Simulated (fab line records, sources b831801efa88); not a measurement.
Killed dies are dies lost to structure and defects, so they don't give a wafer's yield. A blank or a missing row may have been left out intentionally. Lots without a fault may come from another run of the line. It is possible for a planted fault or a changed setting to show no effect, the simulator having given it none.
A lot that was struck, set against a sound lot + flow gf180mcu + 14 out of 602 route steps
Sound: the wafers L634.1, L634.3, L634.6. Wafers L642.1, L642.3, L642.4 were the ones struck. Last of all comes the cause.
Each step with rows lists, per side, the tool, then ch with its chambers, then its first start. Under that, the readings that differ: sound wafers + struck wafers + difference of the means + sigmas: that difference in standard deviations of wafers without a fault.
alike: readings whose means differ by less than 2 such deviations, and words and numbers that are the same on both sides. not compared: withheld readings, readings that some wafer has no value for, bounds like >300 that may hide the same value, and numbers for which the record gives no deviation and whose values overlap.
The two part at a step that has a row with sigmas, a row that says differs or no value, or rows on one side only. When numbers do not overlap yet have no deviation, they are printed without sigmas and do not part them. A reading missing from all wafers of one side parts the sides only when that side holds two or more wafers.

GF_POLY_GATE_OVL_MEAS_11:
  struck on overlay-02, day 12 15:04; sound on overlay-01, day 10 15:42
  alike: POLY_GATE_OVL
GF_POLY_GATE_ETCH_12: etches BARC in N2/H2.
  sound on rieDiel-03 ch 0,2, day 10 15:44; struck on rieDiel-04 ch 0,2,3, day 12 15:07
| reading                  | sound       | struck      | difference | sigmas |
|--------------------------|-------------|-------------|------------|--------|
| drypumpMotorCurrentA (A) | 5.7 6.5 6.5 | 4.8 5.2 5.2 | -1.2       | -2     |
  alike: oesProductAu, rfFwdPowerW, throttleValvePct
GF_POLY_GATE_ETCH_13: etches poly-Si in HBr/Cl2, stops on SiO2, target depth 198.5 nm, time 69.6 s.
  sound on rieSi-02 ch 0,2, day 10 15:47; struck on rieSi-01 ch 0,1,2, day 12 15:10
  alike: drypumpMotorCurrentA, oesProductAu, rfFwdPowerW, throttleValvePct
  not compared: rfHoursCounterH
GF_POLY_GATE_STRIP_14: strips in O2/N2.
  sound on plasmaAsher-03 ch 0,1, day 10 15:50; struck on plasmaAsher-02 ch 0,1, day 12 15:13
  alike: drypumpMotorCurrentA, heaterPowerW, oesProductAu
  not compared: rfHoursCounterH
then, 2 steps without rows for these wafers: GF_POLY_GATE_CLEAN_15 (cleans in SC1/SC2, time 150 s); GF_POLY_GATE_OXIDATION_16 (stabilise 600 s, purge 300 s, target thk 4 nm).
GF_POLY_GATE_THK_MEAS_17:
  struck on filmMetro-02, day 12 17:13; sound on filmMetro-03, day 10 17:14
  alike: POLY_GATE_OXIDATION_THK
GF_POLY_GATE_CD_MEAS_18:
  struck on cdSem-02, day 12 17:17; sound on cdSem-01, day 10 17:18
  alike: cdNm
then, 4 steps without rows for these wafers: GF_HV_LDD_DEHYDRATE_00 (time 60 s); GF_HV_LDD_HMDS_01 (prime time 60 s); GF_HV_LDD_COAT_02 (resist thk 1000 nm); GF_HV_LDD_SOFTBAKE_03 (time 60 s).
GF_HV_LDD_EXPOSE_04: exposes mask Nplus LV AREA, target cd 400 nm.
  struck on ilineStepper-01, day 13 03:19; sound on ilineStepper-02 ch 0, day 11 02:52
  no value came back on the struck wafers for exposureDoseMJCm2, focusOffsetNm (nm); on the sound wafers exposureDoseMJCm2 reads 140.02 139.94 139.83
  alike: mask
after that, 1 step had no rows for these wafers: GF_HV_LDD_PEB_05.

== WHERE THEY PART ==
Earliest at GF_POLY_GATE_ETCH_12; latest, in this record, at GF_HV_LDD_EXPOSE_04.

WHY: what had been put in by the simulator
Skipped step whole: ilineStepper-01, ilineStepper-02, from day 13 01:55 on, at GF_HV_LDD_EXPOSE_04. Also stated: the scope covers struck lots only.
